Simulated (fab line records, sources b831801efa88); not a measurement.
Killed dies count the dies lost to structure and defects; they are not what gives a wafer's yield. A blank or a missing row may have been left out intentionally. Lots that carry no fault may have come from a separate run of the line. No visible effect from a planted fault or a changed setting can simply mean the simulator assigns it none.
fab line records	flow sky130
record: lots: 12	wafers: 36	last_day: 50
route steps=708 shown NWELL@81 LDD_LDN@293 RES_XHIGH@341 LI_CONTACT@374 PAD_OPEN@708
lots untouched by any fault: they come from a run of this same line in which no faults occurred
start_h: the number of hours between the record's first day and the start of the first shown wafer of the lot	wait_h: time in hours since the lot's previous step	" as in the row above	L1.1+2: several wafers, shown together as one row	- no value, or no start given	* or withheld: withheld	< > ~ a bound
route shown NAME@n: a module of which the file shows steps, and the number in the route of the first	usual: average and standard deviation across the fault-free wafers	same: alike in all rows	chamber/n: place in a boat	sites: the reading at each site	_std_site: standard deviation across them	_edge_site: outer sites' mean less inner sites'	radius_mm: how far each site lies from the wafer's centre	mask NAME#n: copy n	behind: the tool/chamber that last shaped the wafer	hold: the reason the lot was held/the length of the hold in hours/how it ended	device: transistor that didn't switch, given as n, p or np	end of line: tests of these same wafers at the route's end	a step with no rows: only its recipe	killed: at the first sort, the dies lost to defects and structure; wafer yield is something else	map: a wafer's dies, marking killed ones x, the rest . and places with no die _
set.NAME: setting as actually run; set.NAME@STEP: the setting as run at that earlier step	model.NAME: the simulator's own value behind a step, which no gauge read
the route's steps for a sample of lots (tables are steps, rows are wafers)
services: the hour from which a tool's chamber was out of use, counted from the record's first day as start_h (under 0 if before that day), plus the number of hours and why
== steps ==
step: SKY_NWELL_RTA_28
recipe: temp_c: 1050	time_s: 30	idle_temp_c: 650	ramp_up_c_per_s: 150	ramp_down_c_per_s: 90	ambient: N2
usual: lamp_power_pct: 25.31/0.052	ramp_up_c_per_s: 150.01/0.028	wafer_temp_C_max: 1054.7/0.84
lot.wafer	tool	chamber	start_h	wait_h	lamp_power_pct	ramp_up_c_per_s	wafer_temp_C_max
L822.4	rtp_anneal-02	0	127.71	0.1	25.20	150.00	1053.9
L822.5	"	0	"	"	25.31	149.99	1054.2
L822.6	"	0	"	"	25.32	149.97	1054.3
L825.1	rtp_anneal-02	0	143.73	0.0	25.33	150.03	1053.2
L825.5	"	0	"	"	25.22	150.02	1055.4
L825.6	"	0	"	"	25.26	150.04	1054.4
L827.1	rtp_anneal-01	0	149.98	0.0	25.42	150.03	1056.0
L827.2	"	0	"	"	25.30	150.00	1055.1
L827.4	"	0	"	"	25.27	150.05	1054.1
L830.2	rtp_anneal-01	0	170.84	0.0	25.32	150.03	1054.5
L830.4	"	0	"	"	25.34	150.02	1054.7
L830.5	"	0	"	"	25.23	150.03	1054.9
L832.2	rtp_anneal-01	0	177.64	0.0	25.30	149.99	1054.4
L832.3	"	0	"	"	25.36	150.00	1054.4
L832.6	"	0	"	"	25.27	150.03	1054.1
L833.1	rtp_anneal-02	0	192.87	0.0	25.37	149.99	1055.8
L833.2	"	0	"	"	25.29	149.98	1054.6
L833.3	"	0	"	"	25.37	149.97	1053.6
L835.1	rtp_anneal-02	0	205.52	0.0	25.29	150.01	1055.6
L835.3	"	0	"	"	25.27	150.00	1054.5
L835.6	"	0	"	"	25.32	150.03	1055.4
L836.3	rtp_anneal-01	0	213.15	0.0	25.14	149.98	1055.0
L836.5	"	0	"	"	25.28	149.99	1055.4
L836.6	"	0	"	"	25.26	150.03	1053.7
L838.1	rtp_anneal-01	0	221.32	0.0	25.32	150.00	1055.4
L838.2	"	0	"	"	25.36	150.01	1055.1
L838.4	"	0	"	"	25.29	150.03	1055.5
L839.1	rtp_anneal-01	0	228.08	0.0	25.39	150.04	1055.2
L839.4	"	0	"	"	25.33	149.99	1054.6
L839.5	"	0	"	"	25.39	150.07	1053.9
L841.2	rtp_anneal-02	0	237.84	0.0	25.40	149.99	1055.3
L841.4	"	0	"	"	25.36	150.03	1054.1
L841.5	"	0	"	"	25.34	150.02	1054.8
L842.3	rtp_anneal-01	0	242.16	0.0	25.28	149.99	1053.6
L842.4	"	0	"	"	25.25	150.01	1056.3
L842.5	"	0	"	"	25.31	150.01	1053.5
step: SKY_LDD_LDN_EXPOSE_04
recipe: mask_id: LDNTM	na: 0.6	source_shape: conventional	sigma_outer: 0.6	polarization: unpolarized	target_cd_nm: 700	dose_mj: 140
same: sigma_outer: 0.6
lot.wafer	tool	chamber	start_h	wait_h	mask
L822.4+5+6	iline_stepper-02	0	547.62	-	HVPTM#0
L825.1+5+6	iline_stepper-02	0	569.21	-	LDNTM#0
L827.1+2+4	iline_stepper-01	0	582.20	-	LDNTM#0
L830.2+4+5	iline_stepper-02	0	615.88	-	LDNTM#0
L832.2+3+6	iline_stepper-01	0	621.43	-	LDNTM#0
L833.1+2+3	iline_stepper-01	0	641.48	-	LDNTM#0
L835.1+3+6	iline_stepper-02	0	657.70	-	LDNTM#0
L836.3+5+6	iline_stepper-02	0	659.76	-	LDNTM#0
L838.1+2+4	iline_stepper-02	0	674.53	-	LDNTM#0
L839.1+4+5	iline_stepper-01	0	684.45	-	LDNTM#0
L841.2+4+5	iline_stepper-02	0	699.43	-	LDNTM#0
L842.3+4+5	iline_stepper-01	0	701.83	-	LDNTM#0
step: SKY_LDD_LDN_OVL_MEAS_07
usual: LDD_LDN_OVL: 0.1/1.3
lot.wafer	tool	chamber	start_h	wait_h	LDD_LDN_OVL[nm]
L822.4	overlay-02	-	562.85	0.1	-
L822.5	"	-	"	"	-
L822.6	"	-	"	"	-
L825.1	overlay-01	-	583.62	0.1	1.0
L825.5	"	-	"	"	2.7
L825.6	"	-	"	"	0.9
L827.1	overlay-01	-	596.78	0.1	1.9
L827.2	"	-	"	"	0.9
L827.4	"	-	"	"	2.5
L830.2	overlay-02	-	629.59	0.1	-2.2
L830.4	"	-	"	"	-0.9
L830.5	"	-	"	"	-1.4
L832.2	overlay-02	-	634.88	0.1	0.3
L832.3	"	-	"	"	-0.2
L832.6	"	-	"	"	1.9
L833.1	overlay-01	-	655.82	0.1	0.5
L833.2	"	-	"	"	0.2
L833.3	"	-	"	"	1.5
L835.1	overlay-02	-	671.57	0.1	1.2
L835.3	"	-	"	"	0.4
L835.6	"	-	"	"	1.0
L836.3	overlay-02	-	673.44	0.1	-0.4
L836.5	"	-	"	"	-0.2
L836.6	"	-	"	"	0.7
L838.1	overlay-01	-	688.47	0.1	0.3
L838.2	"	-	"	"	1.9
L838.4	"	-	"	"	0.5
L839.1	overlay-01	-	697.93	0.1	0.5
L839.4	"	-	"	"	0.4
L839.5	"	-	"	"	-0.4
L841.2	overlay-02	-	713.53	0.1	-2.0
L841.4	"	-	"	"	-3.6
L841.5	"	-	"	"	-3.1
L842.3	overlay-02	-	715.38	0.1	-0.7
L842.4	"	-	"	"	-2.0
L842.5	"	-	"	"	0.7
step: SKY_LDD_LDN_TW_MEAS_13
usual: LDD_LDN_TW: 1478/17
lot.wafer	tool	chamber	start_h	wait_h	LDD_LDN_TW
L822.4	film_metro-01	-	563.60	0.1	30
L822.5	"	-	"	"	30
L822.6	"	-	"	"	30
L825.1	film_metro-01	-	584.35	0.1	1459
L825.5	"	-	"	"	1462
L825.6	"	-	"	"	1459
L827.1	film_metro-03	-	597.51	0.1	1492
L827.2	"	-	"	"	1494
L827.4	"	-	"	"	1499
L830.2	film_metro-01	-	630.33	0.1	1462
L830.4	"	-	"	"	1464
L830.5	"	-	"	"	1455
L832.2	film_metro-01	-	635.62	0.1	1463
L832.3	"	-	"	"	1463
L832.6	"	-	"	"	1460
L833.1	film_metro-03	-	656.55	0.1	1483
L833.2	"	-	"	"	1491
L833.3	"	-	"	"	1500
L835.1	film_metro-03	-	672.30	0.1	1492
L835.3	"	-	"	"	1499
L835.6	"	-	"	"	1502
L836.3	film_metro-01	-	674.18	0.1	1449
L836.5	"	-	"	"	1446
L836.6	"	-	"	"	1462
L838.1	film_metro-03	-	690.10	0.1	1497
L838.2	"	-	"	"	1488
L838.4	"	-	"	"	1497
L839.1	film_metro-03	-	698.66	0.1	1493
L839.4	"	-	"	"	1491
L839.5	"	-	"	"	1493
L841.2	film_metro-02	-	714.27	0.1	1480
L841.4	"	-	"	"	1466
L841.5	"	-	"	"	1480
L842.3	film_metro-03	-	716.12	0.1	1497
L842.4	"	-	"	"	1482
L842.5	"	-	"	"	1491
step: SKY_RES_XHIGH_TW_MEAS_09
usual: RES_XHIGH_TW: 1654/20
lot.wafer	tool	chamber	start_h	wait_h	RES_XHIGH_TW
L822.4	film_metro-02	-	653.61	0.1	1632
L822.5	"	-	"	"	1623
L822.6	"	-	"	"	1625
L825.1	film_metro-04	-	672.48	0.1	1675
L825.5	"	-	"	"	1673
L825.6	"	-	"	"	1679
L827.1	film_metro-03	-	686.28	0.1	1651
L827.2	"	-	"	"	1649
L827.4	"	-	"	"	1657
L830.2	film_metro-02	-	718.54	0.1	1637
L830.4	"	-	"	"	1634
L830.5	"	-	"	"	1640
L832.2	film_metro-04	-	722.34	0.1	1670
L832.3	"	-	"	"	1681
L832.6	"	-	"	"	1679
L833.1	film_metro-04	-	742.63	0.1	1683
L833.2	"	-	"	"	1671
L833.3	"	-	"	"	1668
L835.1	film_metro-03	-	758.63	0.1	1639
L835.3	"	-	"	"	1642
L835.6	"	-	"	"	1639
L836.3	film_metro-03	-	759.25	0.1	1629
L836.5	"	-	"	"	1628
L836.6	"	-	"	"	1639
L838.1	film_metro-04	-	774.88	0.1	1676
L838.2	"	-	"	"	1676
L838.4	"	-	"	"	1679
L839.1	film_metro-04	-	782.48	0.1	1676
L839.4	"	-	"	"	1672
L839.5	"	-	"	"	1671
L841.2	film_metro-04	-	797.74	0.1	1669
L841.4	"	-	"	"	1662
L841.5	"	-	"	"	1679
L842.3	film_metro-02	-	800.75	0.1	1639
L842.4	"	-	"	"	1644
L842.5	"	-	"	"	1641
step: SKY_LI_CONTACT_CD_MEAS_12
recipe: target_cd_nm: 170
usual: cd_nm: 170.5/1.6
lot.wafer	tool	chamber	start_h	wait_h	cd_nm
L822.4	cd_sem-02	-	711.34	-	168.9
L822.5	"	-	"	"	170.9
L822.6	"	-	"	"	170.2
L825.1	cd_sem-02	-	730.33	-	169.8
L825.5	"	-	"	"	168.2
L825.6	"	-	"	"	168.6
L827.1	cd_sem-01	-	743.63	-	172.9
L827.2	"	-	"	"	172.3
L827.4	"	-	"	"	171.5
L830.2	cd_sem-01	-	775.69	-	173.4
L830.4	"	-	"	"	172.8
L830.5	"	-	"	"	171.9
L832.2	cd_sem-02	-	777.90	-	167.8
L832.3	"	-	"	"	169.2
L832.6	"	-	"	"	166.7
L833.1	cd_sem-02	-	797.78	-	171.6
L833.2	"	-	"	"	169.3
L833.3	"	-	"	"	169.3
L835.1	cd_sem-01	-	813.52	-	170.7
L835.3	"	-	"	"	170.0
L835.6	"	-	"	"	171.3
L836.3	cd_sem-02	-	814.37	-	171.1
L836.5	"	-	"	"	170.2
L836.6	"	-	"	"	170.9
L838.1	cd_sem-02	-	828.67	-	168.0
L838.2	"	-	"	"	169.9
L838.4	"	-	"	"	168.0
L839.1	cd_sem-02	-	836.22	-	172.6
L839.4	"	-	"	"	173.5
L839.5	"	-	"	"	172.3
L841.2	cd_sem-01	-	851.25	-	170.4
L841.4	"	-	"	"	170.2
L841.5	"	-	"	"	170.4
L842.3	cd_sem-01	-	854.81	-	171.9
L842.4	"	-	"	"	172.4
L842.5	"	-	"	"	172.7
step: SKY_PAD_OPEN_PROBE_99
usual: killed_at_M0_to_M3: 42/7.2	killed_at_M4_up: 3.2/1.8	killed_at_contacts: 24/5.4	killed_at_front_end: 15/4	killed_at_other: 0.3/0.59	killed_dies: 84/9	killed_on_rim: 17/3.3	killed_open: 46/7.1	killed_short: 38/6
same: gross_dies: 492	killed_at_back_side: 0
lot.wafer	tool	chamber	start_h	wait_h	killed_at_M0_to_M3	killed_at_M4_up	killed_at_contacts	killed_at_front_end	killed_at_other	killed_dies	killed_on_rim	killed_open	killed_short
L822.4	prober-02	-	1108.59	0.2	50	6	29	407	0	492	96	50	45
L822.5	prober-02	-	1108.64	0.2	47	5	26	414	0	492	96	50	48
L822.6	prober-02	-	1108.69	0.2	50	0	34	407	1	492	96	56	42
L839.1	prober-01	-	1185.72	0.1	60	0	20	13	0	93	18	58	35
L839.4	prober-01	-	1185.87	0.2	51	4	22	7	0	84	17	51	33
L839.5	prober-01	-	1185.92	0.2	45	1	30	17	0	93	20	48	45
killed by level:class
L822.4 LDD_LDN:area_expose=397 CONTACT:geometric_particle:open=16 METAL1:geometric_particle:short=10 VIA1:geometric_particle:open=9 VIA3:geometric_particle:open=8 METAL2:geometric_particle:short=7 LI_CONTACT:geometric_particle:short=5 VIA3:geometric_particle:short=5
L822.5 LDD_LDN:area_expose=394 VIA1:geometric_particle:open=13 CONTACT:geometric_particle:open=10 FIELD_ISO:geometric_particle:short=7 VIA3:geometric_particle:open=7 METAL2:geometric_particle:short=6 METAL3:geometric_particle:short=6 LOCAL_INTERCONNECT:geometric_particle:short=5
L822.6 LDD_LDN:area_expose=394 VIA1:geometric_particle:open=14 CONTACT:geometric_particle:open=9 METAL2:geometric_particle:short=9 VIA2:geometric_particle:open=8 LI_CONTACT:geometric_particle:open=7 FIELD_ISO:geometric_particle:open=6 LOCAL_INTERCONNECT:geometric_particle:short=6
L839.1 VIA2:geometric_particle:open=13 VIA1:geometric_particle:open=11 CONTACT:geometric_particle:open=10 VIA3:geometric_particle:open=7 VIA1:geometric_particle:short=6 VIA2:geometric_particle:short=6 LI_CONTACT:geometric_particle:open=5 METAL1:geometric_particle:short=5
L839.4 VIA1:geometric_particle:open=12 CONTACT:geometric_particle:open=11 VIA2:geometric_particle:open=10 VIA1:geometric_particle:short=8 VIA3:geometric_particle:short=5 LOCAL_INTERCONNECT:geometric_particle:short=5 VIA2:geometric_particle:short=5 LI_CONTACT:geometric_particle:open=3
L839.5 CONTACT:geometric_particle:open=9 LOCAL_INTERCONNECT:geometric_particle:short=8 METAL1:geometric_particle:short=7 LI_CONTACT:geometric_particle:open=7 VIA2:geometric_particle:open=7 VIA3:geometric_particle:open=7 VIA1:geometric_particle:open=6 METAL2:geometric_particle:short=5
== services ==
tool	chamber	start_h	hours	kind
iline_stepper-01	0	118.48	-	calibration
rtp_anneal-02	-	168.11	3.0	pm
rtp_anneal-01	-	172.00	3.5	pm
iline_stepper-02	-	187.95	1.7	pm
iline_stepper-01	-	225.63	1.7	pm
iline_stepper-02	0	230.92	-	calibration
iline_stepper-02	-	264.61	0.9	repair
iline_stepper-02	-	271.15	2.4	repair
iline_stepper-02	-	313.32	2.8	repair
rtp_anneal-01	-	318.78	2.9	pm
iline_stepper-01	-	333.78	4.4	pm
iline_stepper-01	0	347.80	-	calibration
iline_stepper-02	-	406.13	1.7	pm
iline_stepper-02	0	438.54	-	calibration
iline_stepper-01	-	443.77	1.7	pm
iline_stepper-02	-	479.27	4.4	pm
iline_stepper-01	-	485.49	10.9	repair
iline_stepper-01	-	530.41	1.0	repair
iline_stepper-01	-	568.72	2.1	pm
iline_stepper-01	-	596.31	8.9	pm
iline_stepper-02	-	624.31	1.7	pm
iline_stepper-02	-	629.79	1.5	repair
iline_stepper-01	-	662.04	1.7	pm
iline_stepper-02	0	663.52	-	calibration
== key ==
first_sign: step: SKY_LDD_LDN_EXPOSE_04	reading: mask	direction: changed
effect: step: SKY_LDD_LDN_OVL_MEAS_07	reading: LDD_LDN_OVL	direction: missing
effect: step: SKY_LDD_LDN_TW_MEAS_13	reading: LDD_LDN_TW	direction: down	sigmas: 87	usual: 1478	struck: 30
effect: step: SKY_PAD_OPEN_PROBE_99	reading: killed_at_front_end	direction: up	sigmas: 99	usual: 15	struck: 409
more_kills_born_at: SKY_LDD_LDN_EXPOSE_04@iline_stepper-02: 1185
met_at SKY_LDD_LDN_EXPOSE_04
struck_lots L822
tester_left_out L822
not_acting_at SKY_NWELL_RTA_28,SKY_RES_XHIGH_TW_MEAS_09,SKY_LI_CONTACT_CD_MEAS_12
fault: kind: wrong_mask	tool: any	chamber: -	onset_h: 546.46	steps: SKY_LDD_LDN_EXPOSE_04	aux_copy: HVPTM#0	scope: struck_lots_only
tester_left_out: of these lots the tester's yield and bins aren't shown, on N5 and GAA mostly nor the transistor test; their killed dies are dies lost to structure and defects alone, not to doping, threshold or leakage, so they don't give the yield
